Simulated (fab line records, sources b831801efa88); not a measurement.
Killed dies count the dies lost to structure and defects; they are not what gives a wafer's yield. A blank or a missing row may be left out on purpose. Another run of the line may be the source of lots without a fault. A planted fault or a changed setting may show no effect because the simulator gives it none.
Matching of chambers + flow gf180mcu + GF_V4_CMP_04 on cmp-01 has 4 sister chambers
The step polishes SiO2. 8 wafers are shown with their chamber, then 12 later ones without.

== WAFERS PAIRED WITH THEIR CHAMBERS ==
| wafer  | chamber | motor_current_A (A) | time_to_endpoint_s (s) |
|--------|---------|---------------------|------------------------|
| L087.1 | 1       | 11.1                | 74                     |
| L088.3 | 1       | 11.3                | 76                     |
| L092.1 | 3       | 12.9                | 76                     |
| L092.3 | 0       | 13.8                | 68                     |
| L092.6 | 0       | 14.7                | 79                     |
| L093.1 | 2       | 11.8                | 71                     |
| L093.2 | 3       | 13.2                | 80                     |
| L093.5 | 2       | 12.3                | 82                     |

== WAFERS WITH NO CHAMBER GIVEN ==
| wafer  | motor_current_A (A) | time_to_endpoint_s (s) |
|--------|---------------------|------------------------|
| L094.2 | 13.4                | 82                     |
| L094.3 | 10.8                | 76                     |
| L094.4 | 13.4                | 80                     |
| L094.1 | 12.3                | 77                     |
| L094.5 | 13.7                | 78                     |
| L094.6 | 13.7                | 82                     |
| L095.1 | 12.4                | 73                     |
| L095.5 | 11.3                | 80                     |
| L095.6 | 13.4                | 78                     |
| L096.3 | 11.8                | 74                     |
| L096.5 | 13.1                | 80                     |
| L096.6 | 13.4                | 76                     |

== WHICH CHAMBER EACH ONE RAN IN ==
| wafer  | from the rows above     | in truth                   |
|--------|-------------------------|----------------------------|
| L094.2 | can't be placed: 3 or 0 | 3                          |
| L094.3 | 1                       | 1                          |
| L094.4 | can't be placed: 3 or 0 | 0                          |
| L094.1 | can't be placed: 2 or 3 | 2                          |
| L094.5 | can't be placed: 0 or 3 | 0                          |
| L094.6 | can't be placed: 3 or 0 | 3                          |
| L095.1 | can't be placed: 2 or 3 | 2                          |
| L095.5 | can't be placed: 1 or 2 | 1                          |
| L095.6 | can't be placed: 3 or 0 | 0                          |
| L096.3 | can't be placed: 2 or 1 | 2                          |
| L096.5 | 3                       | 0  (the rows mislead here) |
| L096.6 | can't be placed: 3 or 0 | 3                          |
1 of 12 placed correctly. Cannot be placed on the basis of these rows: 10; the candidates contain the true chamber in 10. Number placed wrongly: 1.
How it was worked out, from the rows above alone: a wafer's distance from a chamber is the root of the sum, over the readings, of the square of ((its reading less the chamber's mean) divided by the reading's scatter). If the next closest chamber is less than 2 further off than the closest, the wafer can't be placed; otherwise it belongs to the closest. A chamber's mean is the mean of its shown wafers. The scatter is the square root of a quotient: the sum, over the shown wafers, of each reading's squared deviation from its chamber's mean, divided by wafers minus chambers.
